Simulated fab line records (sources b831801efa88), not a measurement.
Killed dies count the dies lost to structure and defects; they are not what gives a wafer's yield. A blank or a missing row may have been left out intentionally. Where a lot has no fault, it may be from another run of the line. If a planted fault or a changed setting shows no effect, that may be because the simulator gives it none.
fab line records -- flow sky130
record lots=13, wafers=39, last_day=50
route steps=708 shown LDD_N@247 METAL1@439 VIA1@459 METAL2@483 PAD_OPEN@708
lots untouched by any fault: they come from a run of this same line in which no faults occurred
start_h: hours from the record's opening day to when the first of the lot's shown wafers began -- wait_h: how many hours have passed since the lot's step before this one -- " repeats the value in the row above -- L1.1+2: several wafers, shown together as one row -- - no value, or no start was given -- * or withheld: withheld -- < > ~ a bound
route shown NAME@n: a module of which the file shows steps, and the number in the route of the first -- usual: mean/standard deviation of fault-free wafers -- same: alike in all rows -- chamber/n: place in a boat -- sites: the reading at each site -- _std_site: their standard deviation -- _edge_site: mean of outer sites minus mean of inner sites -- radius_mm: for every site, how far away it sits from the centre of the wafer -- mask NAME#n: copy n -- behind: the tool/chamber that last shaped the wafer -- hold: what put the lot on hold/how long, in hours/how the hold closed -- device: the n, p or np transistor that did not switch -- end of line: the same wafers' tests at the end of the route -- a step without rows: its recipe alone -- killed: count of dies lost to structure and defects at first sort (not the wafer's yield) -- map: a wafer's dies, marking killed ones x, the rest . and places with no die _
set.NAME: the setting that was run; set.NAME@STEP: the one run at that earlier step -- model.NAME: the simulator's own value behind a step, which no gauge read
route steps across a sampled set of lots; one table per step, one row per wafer
services: when a tool's chamber went out of use (start_h, in hours from the record's first day, below 0 if earlier), for how many hours, and the reason
## steps
# step SKY_LDD_N_IMPLANT_10
# recipe species=As, energy_kev=20, dose_cm2=7.5e+13, tilt_deg=withheld, rotation_deg=203
# usual beam_energy_keV=20.000/0.0065, rotation_deg=203.00/0.042
lot.wafer,tool,chamber,start_h,wait_h,beam_energy_keV,rotation_deg
L267.1,implanter-01,0,392.15,0.1,19.992,202.92
L267.3,implanter-01,0,392.15,0.1,19.999,203.03
L267.5,implanter-01,0,392.15,0.1,19.992,203.02
L268.1,implanter-02,0,395.10,0.1,20.010,202.98
L268.3,implanter-02,0,395.10,0.1,20.001,203.01
L268.5,implanter-02,0,395.10,0.1,19.998,203.08
L269.2,implanter-01,0,414.49,0.1,20.004,202.93
L269.3,implanter-01,0,414.49,0.1,20.000,203.01
L269.4,implanter-01,0,414.49,0.1,19.999,202.95
L272.2,implanter-02,0,455.23,0.1,19.995,203.03
L272.4,implanter-02,0,455.23,0.1,20.002,203.07
L272.5,implanter-02,0,455.23,0.1,20.000,202.98
L273.2,implanter-02,0,465.83,0.1,19.996,203.04
L273.3,implanter-02,0,465.83,0.1,19.997,203.02
L273.4,implanter-02,0,465.83,0.1,19.993,203.04
L274.2,implanter-04,0,468.52,0.1,19.986,202.99
L274.3,implanter-04,0,468.52,0.1,19.998,203.10
L274.6,implanter-04,0,468.52,0.1,19.997,203.03
L276.2,implanter-01,0,489.52,0.1,19.991,202.93
L276.3,implanter-01,0,489.52,0.1,19.997,203.06
L276.5,implanter-01,0,489.52,0.1,19.995,203.06
L279.1,implanter-01,0,531.65,0.1,18.829,203.07
L279.2,implanter-01,0,531.65,0.1,18.840,203.01
L279.6,implanter-01,0,531.65,0.1,18.829,203.02
L281.2,implanter-01,0,539.68,0.1,18.839,202.99
L281.4,implanter-01,0,539.68,0.1,18.835,202.98
L281.6,implanter-01,0,539.68,0.1,18.839,203.04
L283.1,implanter-02,0,544.60,0.1,20.003,203.00
L283.3,implanter-02,0,544.60,0.1,20.001,203.05
L283.5,implanter-02,0,544.60,0.1,20.003,203.06
L285.1,implanter-04,0,571.41,0.1,20.012,203.05
L285.3,implanter-04,0,571.41,0.1,19.995,203.06
L285.4,implanter-04,0,571.41,0.1,19.997,203.05
L287.1,implanter-04,0,578.25,0.1,19.995,203.03
L287.2,implanter-04,0,578.25,0.1,19.998,203.01
L287.6,implanter-04,0,578.25,0.1,19.994,203.05
L289.1,implanter-04,0,587.91,0.1,19.992,203.00
L289.2,implanter-04,0,587.91,0.1,19.989,202.91
L289.3,implanter-04,0,587.91,0.1,19.998,202.94
# step SKY_METAL1_RS_MEAS_05
# recipe thk_meas_gauge=four-point-probe, reads=TiN_of_METAL1_SPUTTER_04+Ti_of_METAL1_SPUTTER_03+AlCu_of_METAL1_SPUTTER_02+TiN_of_METAL1_SPUTTER_01+Ti_of_METAL1_SPUTTER_00
# usual METAL1_ALCU_RS=0.1265/0.0014
lot.wafer,tool,chamber,start_h,wait_h,METAL1_ALCU_RS[ohm/sq]
L267.1,film_metro-04,-,726.58,0.0,0.1277
L267.3,film_metro-04,-,726.58,0.0,0.1255
L267.5,film_metro-04,-,726.58,0.0,0.1261
L268.1,film_metro-04,-,728.13,0.0,0.1271
L268.3,film_metro-04,-,728.13,0.0,0.1281
L268.5,film_metro-04,-,728.13,0.0,0.1272
L269.2,film_metro-02,-,746.98,0.0,0.1258
L269.3,film_metro-02,-,746.98,0.0,0.1272
L269.4,film_metro-02,-,746.98,0.0,0.1279
L272.2,film_metro-02,-,782.15,0.0,0.1259
L272.4,film_metro-02,-,782.15,0.0,0.1260
L272.5,film_metro-02,-,782.15,0.0,0.1264
L273.2,film_metro-04,-,788.74,0.0,0.1270
L273.3,film_metro-04,-,788.74,0.0,0.1259
L273.4,film_metro-04,-,788.74,0.0,0.1278
L274.2,film_metro-04,-,793.46,0.0,0.1279
L274.3,film_metro-04,-,793.46,0.0,0.1280
L274.6,film_metro-04,-,793.46,0.0,0.1280
L276.2,film_metro-03,-,811.85,0.0,0.1255
L276.3,film_metro-03,-,811.85,0.0,0.1284
L276.5,film_metro-03,-,811.85,0.0,0.1241
L279.1,film_metro-03,-,847.77,0.0,0.1262
L279.2,film_metro-03,-,847.77,0.0,0.1269
L279.6,film_metro-03,-,847.77,0.0,0.1269
L281.2,film_metro-04,-,853.80,0.0,0.1271
L281.4,film_metro-04,-,853.80,0.0,0.1268
L281.6,film_metro-04,-,853.80,0.0,0.1270
L283.1,film_metro-04,-,860.28,0.0,0.1279
L283.3,film_metro-04,-,860.28,0.0,0.1263
L283.5,film_metro-04,-,860.28,0.0,0.1273
L285.1,film_metro-03,-,883.05,0.0,0.1246
L285.3,film_metro-03,-,883.05,0.0,0.1269
L285.4,film_metro-03,-,883.05,0.0,0.1254
L287.1,film_metro-02,-,889.50,0.0,0.1267
L287.2,film_metro-02,-,889.50,0.0,0.1259
L287.6,film_metro-02,-,889.50,0.0,0.1267
L289.1,film_metro-02,-,897.18,0.0,0.1278
L289.2,film_metro-02,-,897.18,0.0,0.1282
L289.3,film_metro-02,-,897.18,0.0,0.1264
# step SKY_VIA1_THK_MEAS_01
# recipe reads=SiO2_of_VIA1_HDPCVD_00
# usual VIA1_HDPCVD_THK=1022/12
lot.wafer,tool,chamber,start_h,wait_h,VIA1_HDPCVD_THK[nm]
L267.1,film_metro-01,-,754.76,0.1,1027
L267.3,film_metro-01,-,754.76,0.1,1016
L267.5,film_metro-01,-,754.76,0.1,1028
L268.1,film_metro-02,-,756.84,0.1,1034
L268.3,film_metro-02,-,756.84,0.1,1031
L268.5,film_metro-02,-,756.84,0.1,1040
L269.2,film_metro-03,-,774.72,0.1,1013
L269.3,film_metro-03,-,774.72,0.1,1024
L269.4,film_metro-03,-,774.72,0.1,1018
L272.2,film_metro-01,-,809.75,0.1,1030
L272.4,film_metro-01,-,809.75,0.1,1028
L272.5,film_metro-01,-,809.75,0.1,1033
L273.2,film_metro-02,-,816.12,0.1,1020
L273.3,film_metro-02,-,816.12,0.1,1022
L273.4,film_metro-02,-,816.12,0.1,1019
L274.2,film_metro-02,-,820.81,0.1,1012
L274.3,film_metro-02,-,820.81,0.1,1011
L274.6,film_metro-02,-,820.81,0.1,1017
L276.2,film_metro-03,-,839.28,0.1,1012
L276.3,film_metro-03,-,839.28,0.1,1021
L276.5,film_metro-03,-,839.28,0.1,1020
L279.1,film_metro-01,-,874.36,0.1,1036
L279.2,film_metro-01,-,874.36,0.1,1028
L279.6,film_metro-01,-,874.36,0.1,1035
L281.2,film_metro-02,-,880.56,0.1,1014
L281.4,film_metro-02,-,880.56,0.1,995
L281.6,film_metro-02,-,880.56,0.1,1008
L283.1,film_metro-03,-,888.11,0.1,1032
L283.3,film_metro-03,-,888.11,0.1,1029
L283.5,film_metro-03,-,888.11,0.1,1027
L285.1,film_metro-03,-,909.75,0.1,1022
L285.3,film_metro-03,-,909.75,0.1,1023
L285.4,film_metro-03,-,909.75,0.1,1014
L287.1,film_metro-01,-,916.34,0.1,1022
L287.2,film_metro-01,-,916.34,0.1,1036
L287.6,film_metro-01,-,916.34,0.1,1039
L289.1,film_metro-03,-,924.02,0.1,1020
L289.2,film_metro-03,-,924.02,0.1,1020
L289.3,film_metro-03,-,924.02,0.1,1026
# step SKY_METAL2_SPUTTER_00
# recipe material=Ti, target_thk_nm=15, power_w=3000, time_s=10, chamber_pressure_pa=0.4
# usual throttle_valve_pct=29.5/1
lot.wafer,tool,chamber,start_h,wait_h,throttle_valve_pct
L267.1,pvd_sputter-01,-,782.72,0.2,30.4
L267.3,pvd_sputter-01,-,782.72,0.2,28.4
L267.5,pvd_sputter-01,-,782.72,0.2,29.3
L268.1,pvd_sputter-03,-,785.54,0.1,29.9
L268.3,pvd_sputter-03,-,785.54,0.1,28.0
L268.5,pvd_sputter-03,-,785.54,0.1,28.3
L269.2,pvd_sputter-01,-,803.95,0.2,30.5
L269.3,pvd_sputter-01,-,803.95,0.2,30.5
L269.4,pvd_sputter-01,-,803.95,0.2,29.5
L272.2,pvd_sputter-01,-,837.83,0.2,29.4
L272.4,pvd_sputter-01,-,837.83,0.2,28.3
L272.5,pvd_sputter-01,-,837.83,0.2,30.7
L273.2,pvd_sputter-02,-,844.14,0.1,29.3
L273.3,pvd_sputter-02,-,844.14,0.1,31.0
L273.4,pvd_sputter-02,-,844.14,0.1,30.6
L274.2,pvd_sputter-01,-,849.00,0.1,29.5
L274.3,pvd_sputter-01,-,849.00,0.1,30.6
L274.6,pvd_sputter-01,-,849.00,0.1,28.3
L276.2,pvd_sputter-03,-,866.97,0.1,29.8
L276.3,pvd_sputter-03,-,866.97,0.1,28.3
L276.5,pvd_sputter-03,-,866.97,0.1,28.2
L279.1,pvd_sputter-03,-,902.29,0.1,28.2
L279.2,pvd_sputter-03,-,902.29,0.1,28.2
L279.6,pvd_sputter-03,-,902.29,0.1,28.4
L281.2,pvd_sputter-01,-,908.75,0.2,29.6
L281.4,pvd_sputter-01,-,908.75,0.2,28.2
L281.6,pvd_sputter-01,-,908.75,0.2,30.6
L283.1,pvd_sputter-02,-,915.58,0.1,30.0
L283.3,pvd_sputter-02,-,915.58,0.1,30.7
L283.5,pvd_sputter-02,-,915.58,0.1,30.6
L285.1,pvd_sputter-03,-,937.05,0.1,30.2
L285.3,pvd_sputter-03,-,937.05,0.1,28.5
L285.4,pvd_sputter-03,-,937.05,0.1,28.4
L287.1,pvd_sputter-01,-,943.09,0.2,30.6
L287.2,pvd_sputter-01,-,943.09,0.2,30.7
L287.6,pvd_sputter-01,-,943.09,0.2,30.6
L289.1,pvd_sputter-03,-,950.67,0.1,28.2
L289.2,pvd_sputter-03,-,950.67,0.1,28.5
L289.3,pvd_sputter-03,-,950.67,0.1,30.2
# step SKY_PAD_OPEN_PROBE_99
# usual killed_at_M0_to_M3=44/7.3, killed_at_M4_up=3.1/1.9, killed_at_contacts=24/5.3, killed_at_front_end=15/4, killed_at_other=0.4/0.6, killed_dies=86/9.2, killed_on_rim=17/3.5, killed_open=47/6.9, killed_short=39/6.9
# same gross_dies=492, killed_at_back_side=0
lot.wafer,tool,chamber,start_h,wait_h,killed_at_M0_to_M3,killed_at_M4_up,killed_at_contacts,killed_at_front_end,killed_at_other,killed_dies,killed_on_rim,killed_open,killed_short
L267.1,prober-02,-,1067.73,0.1,43,6,27,16,2,94,22,44,49
L267.3,prober-02,-,1067.83,0.2,61,4,22,14,0,101,23,53,48
L267.5,prober-02,-,1067.93,0.2,50,3,17,18,0,88,14,44,44
L268.1,prober-01,-,1068.43,0.1,40,5,21,9,1,76,15,41,35
L268.3,prober-01,-,1068.53,0.2,46,2,19,18,0,85,14,49,36
L268.5,prober-01,-,1068.63,0.2,40,3,21,24,0,88,15,48,40
L269.2,prober-02,-,1082.34,0.1,41,2,24,15,0,82,15,44,38
L269.3,prober-02,-,1082.39,0.2,40,6,20,18,0,84,17,41,43
L269.4,prober-02,-,1082.44,0.2,48,2,20,12,1,83,15,47,36
L272.2,prober-01,-,1110.66,0.1,43,0,27,12,1,83,22,46,36
L272.4,prober-01,-,1110.76,0.2,46,3,26,22,0,97,25,56,41
L272.5,prober-01,-,1110.81,0.2,50,0,28,17,2,97,20,53,43
L273.2,prober-02,-,1115.81,0.1,39,6,27,11,1,84,18,50,34
L273.3,prober-02,-,1115.86,0.2,47,3,18,11,0,79,13,40,39
L273.4,prober-02,-,1115.91,0.2,47,6,25,19,0,97,17,51,46
L274.2,prober-01,-,1116.21,0.1,48,3,18,15,0,84,19,39,45
L274.3,prober-01,-,1116.26,0.2,38,3,19,15,0,75,13,30,45
L274.6,prober-01,-,1116.41,0.2,53,0,21,11,0,85,19,42,43
L276.2,prober-01,-,1133.25,0.1,53,2,28,23,0,106,22,53,53
L276.3,prober-01,-,1133.30,0.2,43,2,28,15,0,88,19,54,34
L276.5,prober-01,-,1133.40,0.2,56,3,29,15,1,104,19,46,58
L279.1,prober-01,-,1154.72,0.1,45,2,20,13,0,80,16,46,34
L279.2,prober-01,-,1154.77,0.1,44,5,26,14,0,89,14,51,37
L279.6,prober-01,-,1154.97,0.2,40,1,21,16,1,79,14,36,43
L281.2,prober-02,-,1161.04,0.1,39,1,24,18,1,83,16,41,40
L281.4,prober-02,-,1161.14,0.2,48,6,31,12,1,98,13,49,48
L281.6,prober-02,-,1161.24,0.2,44,2,20,15,1,82,18,41,40
L283.1,prober-02,-,1167.40,0.1,47,0,28,13,1,89,19,52,37
L283.3,prober-02,-,1167.50,0.2,52,3,26,11,0,92,22,57,35
L283.5,prober-02,-,1167.60,0.2,32,2,25,14,0,73,15,46,27
L285.1,prober-01,-,1179.54,0.1,52,3,23,10,0,88,18,52,35
L285.3,prober-01,-,1179.64,0.2,52,3,20,19,2,96,20,55,40
L285.4,prober-01,-,1179.69,0.2,47,0,18,23,0,88,21,43,44
L287.1,prober-02,-,1186.10,0.1,36,1,34,20,0,91,21,49,41
L287.2,prober-02,-,1186.15,0.1,39,3,22,20,0,84,11,46,38
L287.6,prober-02,-,1186.35,0.2,37,4,32,16,0,89,17,56,33
L289.1,prober-02,-,1190.77,0.1,46,2,31,14,0,93,21,54,39
L289.2,prober-02,-,1190.82,0.1,51,2,17,22,0,92,13,53,39
L289.3,prober-02,-,1190.87,0.2,44,3,33,20,0,100,19,62,38
# killed by level:class
L267.1 LI_CONTACT:geometric_particle:open=8 FIELD_ISO:geometric_particle:open=7 VIA2:geometric_particle:open=7 CONTACT:geometric_particle:open=6 CONTACT:geometric_particle:short=6 VIA3:geometric_particle:short=6 METAL1:geometric_particle:short=5 VIA1:geometric_particle:open=5
L267.3 VIA1:geometric_particle:open=14 METAL2:geometric_particle:short=9 CONTACT:geometric_particle:open=8 VIA2:geometric_particle:open=7 METAL3:geometric_particle:short=7 LI_CONTACT:geometric_particle:open=6 VIA2:geometric_particle:short=6 VIA3:geometric_particle:open=5
L267.5 VIA1:geometric_particle:open=9 VIA2:geometric_particle:open=9 VIA1:geometric_particle:short=8 CONTACT:geometric_particle:short=6 METAL1:geometric_particle:short=6 LI_CONTACT:geometric_particle:open=5 VIA3:geometric_particle:open=5 FIELD_ISO:geometric_particle:short=4
L268.1 CONTACT:geometric_particle:open=10 VIA3:geometric_particle:open=9 VIA1:geometric_particle:open=8 VIA2:geometric_particle:open=7 CONTACT:geometric_particle:short=6 FIELD_ISO:geometric_particle:short=5 METAL2:geometric_particle:short=4 VIA2:geometric_particle:short=4
L268.3 VIA1:geometric_particle:open=13 CONTACT:geometric_particle:open=12 VIA2:geometric_particle:open=8 METAL1:geometric_particle:short=6 METAL2:geometric_particle:short=5 FIELD_ISO:geometric_particle:open=4 POLY_GATE:geometric_particle:short=4 SPACER:geometric_particle:short=4
L268.5 VIA1:geometric_particle:open=13 POLY_GATE:geometric_particle:open=6 CONTACT:geometric_particle:open=6 POLY_GATE:geometric_particle:short=5 SPACER:geometric_particle:open=5 LOCAL_INTERCONNECT:geometric_particle:short=5 METAL2:geometric_particle:short=5 VIA2:geometric_particle:short=5
L269.2 CONTACT:geometric_particle:open=8 VIA1:geometric_particle:open=7 LI_CONTACT:geometric_particle:open=6 VIA1:geometric_particle:short=6 FIELD_ISO:geometric_particle:open=5 CONTACT:geometric_particle:short=5 VIA3:geometric_particle:open=5 METAL3:geometric_particle:short=4
L269.3 VIA2:geometric_particle:open=9 VIA3:geometric_particle:open=7 CONTACT:geometric_particle:short=7 VIA1:geometric_particle:open=6 METAL2:geometric_particle:short=6 METAL4:geometric_particle:short=6 FIELD_ISO:geometric_particle:short=5 LOCAL_INTERCONNECT:geometric_particle:short=4
L269.4 VIA1:geometric_particle:open=11 CONTACT:geometric_particle:open=9 VIA3:geometric_particle:open=8 METAL1:geometric_particle:short=7 VIA2:geometric_particle:open=7 FIELD_ISO:geometric_particle:open=5 LI_CONTACT:geometric_particle:open=5 METAL2:geometric_particle:short=5
L272.2 VIA1:geometric_particle:open=9 CONTACT:geometric_particle:open=9 VIA2:geometric_particle:open=8 LI_CONTACT:geometric_particle:open=7 VIA1:geometric_particle:short=6 POLY_GATE:geometric_particle:short=4 LOCAL_INTERCONNECT:geometric_particle:short=4 CONTACT:geometric_particle:short=4
L272.4 VIA1:geometric_particle:open=16 CONTACT:geometric_particle:open=12 FIELD_ISO:geometric_particle:open=8 CONTACT:geometric_particle:short=6 VIA2:geometric_particle:short=6 POLY_GATE:geometric_particle:open=4 POLY_GATE:geometric_particle:short=4 LI_CONTACT:geometric_particle:open=4
L272.5 VIA1:geometric_particle:open=17 LI_CONTACT:geometric_particle:open=12 POLY_GATE:geometric_particle:open=7 CONTACT:geometric_particle:open=6 VIA1:geometric_particle:short=6 METAL3:geometric_particle:short=5 METAL1:geometric_particle:short=5 VIA3:geometric_particle:open=5
L273.2 CONTACT:geometric_particle:open=13 VIA1:geometric_particle:open=8 VIA3:geometric_particle:open=7 VIA2:geometric_particle:open=7 VIA2:geometric_particle:short=5 METAL2:geometric_particle:short=5 LI_CONTACT:geometric_particle:open=4 LOCAL_INTERCONNECT:geometric_particle:short=4
L273.3 VIA1:geometric_particle:open=9 CONTACT:geometric_particle:open=8 METAL2:geometric_particle:short=8 METAL1:geometric_particle:short=6 VIA3:geometric_particle:open=5 LI_CONTACT:geometric_particle:open=4 VIA2:geometric_particle:short=4 POLY_GATE:geometric_particle:open=3
L273.4 CONTACT:geometric_particle:open=15 METAL2:geometric_particle:short=9 VIA2:geometric_particle:open=9 VIA1:geometric_particle:open=6 METAL1:geometric_particle:short=6 FIELD_ISO:geometric_particle:short=5 VIA1:geometric_particle:short=5 POLY_GATE:geometric_particle:short=4
L274.2 VIA3:geometric_particle:open=11 METAL1:geometric_particle:short=6 VIA1:geometric_particle:short=6 LOCAL_INTERCONNECT:geometric_particle:short=5 VIA1:geometric_particle:open=5 FIELD_ISO:geometric_particle:short=4 POLY_GATE:geometric_particle:short=4 CONTACT:geometric_particle:open=4
L274.3 LI_CONTACT:geometric_particle:open=8 POLY_GATE:geometric_particle:short=7 VIA2:geometric_particle:open=7 METAL2:geometric_particle:short=6 LOCAL_INTERCONNECT:geometric_particle:short=5 CONTACT:geometric_particle:short=5 VIA1:geometric_particle:short=5 VIA2:geometric_particle:short=5
L274.6 VIA1:geometric_particle:open=12 METAL1:geometric_particle:short=11 LI_CONTACT:geometric_particle:open=8 CONTACT:geometric_particle:open=7 METAL2:geometric_particle:short=7 VIA3:geometric_particle:short=6 VIA2:geometric_particle:open=5 SPACER:geometric_particle:short=4
L276.2 VIA1:geometric_particle:open=9 METAL1:geometric_particle:short=9 CONTACT:geometric_particle:open=9 VIA2:geometric_particle:open=9 FIELD_ISO:geometric_particle:short=7 VIA3:geometric_particle:open=7 LI_CONTACT:geometric_particle:open=6 CONTACT:geometric_particle:short=6
L276.3 CONTACT:geometric_particle:open=14 VIA1:geometric_particle:open=11 VIA2:geometric_particle:open=8 POLY_GATE:geometric_particle:open=6 METAL1:geometric_particle:short=6 VIA3:geometric_particle:open=6 LI_CONTACT:geometric_particle:open=5 CONTACT:geometric_particle:short=4
L276.5 METAL1:geometric_particle:short=13 CONTACT:geometric_particle:open=11 VIA1:geometric_particle:open=9 VIA3:geometric_particle:open=8 LI_CONTACT:geometric_particle:open=7 METAL3:geometric_particle:short=7 LOCAL_INTERCONNECT:geometric_particle:short=6 FIELD_ISO:geometric_particle:short=5
L279.1 VIA1:geometric_particle:open=9 VIA3:geometric_particle:open=8 CONTACT:geometric_particle:open=6 LI_CONTACT:geometric_particle:open=6 METAL2:geometric_particle:short=6 VIA2:geometric_particle:open=6 POLY_GATE:geometric_particle:short=5 CONTACT:geometric_particle:short=4
L279.2 CONTACT:geometric_particle:open=10 VIA2:geometric_particle:open=10 VIA1:geometric_particle:open=9 LI_CONTACT:geometric_particle:open=6 CONTACT:geometric_particle:short=6 FIELD_ISO:geometric_particle:open=5 METAL1:geometric_particle:short=5 METAL2:geometric_particle:short=5
L279.6 CONTACT:geometric_particle:open=9 CONTACT:geometric_particle:short=7 VIA1:geometric_particle:open=7 METAL1:geometric_particle:short=7 VIA1:geometric_particle:short=5 VIA3:geometric_particle:open=5 VIA3:geometric_particle:short=4 METAL2:geometric_particle:short=4
L281.2 VIA1:geometric_particle:open=10 CONTACT:geometric_particle:open=9 FIELD_ISO:geometric_particle:open=5 LI_CONTACT:geometric_particle:open=5 LOCAL_INTERCONNECT:geometric_particle:short=5 VIA2:geometric_particle:short=5 VIA2:geometric_particle:open=5 VIA3:geometric_particle:short=4
L281.4 VIA1:geometric_particle:open=15 CONTACT:geometric_particle:open=10 LOCAL_INTERCONNECT:geometric_particle:short=9 METAL1:geometric_particle:short=7 FIELD_ISO:geometric_particle:short=6 LI_CONTACT:geometric_particle:open=6 VIA2:geometric_particle:open=6 VIA1:geometric_particle:short=5
L281.6 VIA1:geometric_particle:open=8 LI_CONTACT:geometric_particle:open=7 VIA2:geometric_particle:open=7 CONTACT:geometric_particle:open=6 METAL1:geometric_particle:short=6 FIELD_ISO:geometric_particle:short=5 VIA3:geometric_particle:short=5 POLY_GATE:geometric_particle:short=4
L283.1 VIA1:geometric_particle:open=15 LI_CONTACT:geometric_particle:open=13 CONTACT:geometric_particle:short=7 METAL1:geometric_particle:open=6 VIA3:geometric_particle:open=6 CONTACT:geometric_particle:open=5 VIA2:geometric_particle:open=5 VIA1:geometric_particle:short=5
L283.3 CONTACT:geometric_particle:open=15 VIA1:geometric_particle:open=14 METAL2:geometric_particle:short=8 VIA2:geometric_particle:open=6 VIA3:geometric_particle:short=6 LI_CONTACT:geometric_particle:open=5 VIA3:geometric_particle:open=5 METAL3:geometric_particle:short=4
L283.5 CONTACT:geometric_particle:open=14 VIA1:geometric_particle:open=10 POLY_GATE:geometric_particle:short=5 FIELD_ISO:geometric_particle:open=4 LI_CONTACT:geometric_particle:open=4 METAL1:geometric_particle:short=4 VIA2:geometric_particle:open=4 VIA3:geometric_particle:open=4
L285.1 VIA1:geometric_particle:open=15 CONTACT:geometric_particle:open=11 VIA2:geometric_particle:open=9 VIA1:geometric_particle:short=6 CONTACT:geometric_particle:short=5 VIA3:geometric_particle:open=5 LOCAL_INTERCONNECT:geometric_particle:short=4 METAL2:geometric_particle:short=4
L285.3 VIA2:geometric_particle:open=13 VIA3:geometric_particle:open=8 VIA1:geometric_particle:open=8 METAL2:geometric_particle:short=7 FIELD_ISO:geometric_particle:open=6 CONTACT:geometric_particle:short=6 CONTACT:geometric_particle:open=6 LI_CONTACT:geometric_particle:open=5
L285.4 VIA2:geometric_particle:open=12 FIELD_ISO:geometric_particle:short=7 VIA1:geometric_particle:open=7 FIELD_ISO:geometric_particle:open=6 CONTACT:geometric_particle:short=6 LI_CONTACT:geometric_particle:open=5 VIA2:geometric_particle:short=5 METAL1:geometric_particle:short=4
L287.1 CONTACT:geometric_particle:open=15 LI_CONTACT:geometric_particle:open=7 VIA1:geometric_particle:open=7 VIA3:geometric_particle:open=7 FIELD_ISO:geometric_particle:open=6 POLY_GATE:geometric_particle:short=6 VIA1:geometric_particle:short=6 LOCAL_INTERCONNECT:geometric_particle:short=4
L287.2 CONTACT:geometric_particle:open=9 VIA1:geometric_particle:open=9 POLY_GATE:geometric_particle:open=8 METAL1:geometric_particle:short=7 POLY_GATE:geometric_particle:short=4 VIA1:geometric_particle:short=4 LOCAL_INTERCONNECT:geometric_particle:short=4 LI_CONTACT:geometric_particle:open=4
L287.6 CONTACT:geometric_particle:open=17 LI_CONTACT:geometric_particle:open=8 METAL1:geometric_particle:short=6 VIA1:geometric_particle:short=6 VIA2:geometric_particle:open=6 VIA1:geometric_particle:open=5 METAL2:geometric_particle:short=5 FIELD_ISO:geometric_particle:open=4
L289.1 CONTACT:geometric_particle:open=13 VIA1:geometric_particle:open=13 CONTACT:geometric_particle:short=9 VIA3:geometric_particle:open=7 FIELD_ISO:geometric_particle:short=6 METAL1:geometric_particle:short=6 VIA2:geometric_particle:open=6 FIELD_ISO:geometric_particle:open=5
L289.2 VIA3:geometric_particle:open=10 VIA1:geometric_particle:open=9 CONTACT:geometric_particle:open=8 METAL2:geometric_particle:short=8 VIA2:geometric_particle:open=7 VIA1:geometric_particle:short=6 FIELD_ISO:geometric_particle:open=5 POLY_GATE:geometric_particle:open=5
L289.3 VIA1:geometric_particle:open=14 LI_CONTACT:geometric_particle:open=12 CONTACT:geometric_particle:open=11 VIA3:geometric_particle:open=8 VIA1:geometric_particle:short=6 FIELD_ISO:geometric_particle:open=5 POLY_GATE:geometric_particle:short=5 VIA2:geometric_particle:short=5
## services
tool,chamber,start_h,hours,kind
implanter-01,-,379.64,2.3,repair
implanter-02,-,387.43,0.9,repair
implanter-04,-,404.35,1.2,repair
implanter-01,-,407.41,6.7,pm
implanter-04,-,413.14,5.0,repair
implanter-01,-,416.87,5.8,repair
pvd_sputter-01,-,421.79,3.5,repair
implanter-01,-,457.06,10.0,repair
pvd_sputter-03,-,476.13,2.1,repair
pvd_sputter-03,-,481.46,5.3,repair
pvd_sputter-03,-,502.93,6.9,repair
implanter-02,-,522.17,3.8,pm
pvd_sputter-01,-,580.22,1.9,repair
pvd_sputter-03,-,655.96,3.2,repair
pvd_sputter-01,-,668.75,5.3,repair
implanter-01,-,668.99,2.9,pm
pvd_sputter-03,-,772.55,4.1,repair
implanter-01,-,798.09,1.1,repair
pvd_sputter-01,-,812.20,1.1,repair
pvd_sputter-01,-,831.40,0.6,repair
pvd_sputter-03,-,859.20,7.4,repair
pvd_sputter-01,-,924.06,0.8,repair
implanter-01,-,928.18,6.4,pm
pvd_sputter-03,-,931.83,0.7,repair
## key
first_sign step=SKY_LDD_N_IMPLANT_10, reading=beam_energy_keV, direction=down, sigmas=99+, usual=*, struck=*
effect none on later readings
met_at SKY_LDD_N_IMPLANT_10
struck_lots L279,L281
tester_left_out L279,L281
not_acting_at SKY_METAL1_RS_MEAS_05,SKY_VIA1_THK_MEAS_01,SKY_METAL2_SPUTTER_00
onset_between 489.52 531.65
fault kind=process_parameter_drift, tool=implanter-01, chamber=-, onset_h=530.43, steps=SKY_LDD_N_IMPLANT_10, channel=energy_kev, offset=*, shape=step, end_h=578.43, acts_in=*, stated=*
# tester_left_out: of these lots the tester's yield and bins aren't shown, on N5 and GAA mostly nor the transistor test; their killed dies are dies lost to structure and defects alone, not to doping, threshold or leakage, so they don't give the yield
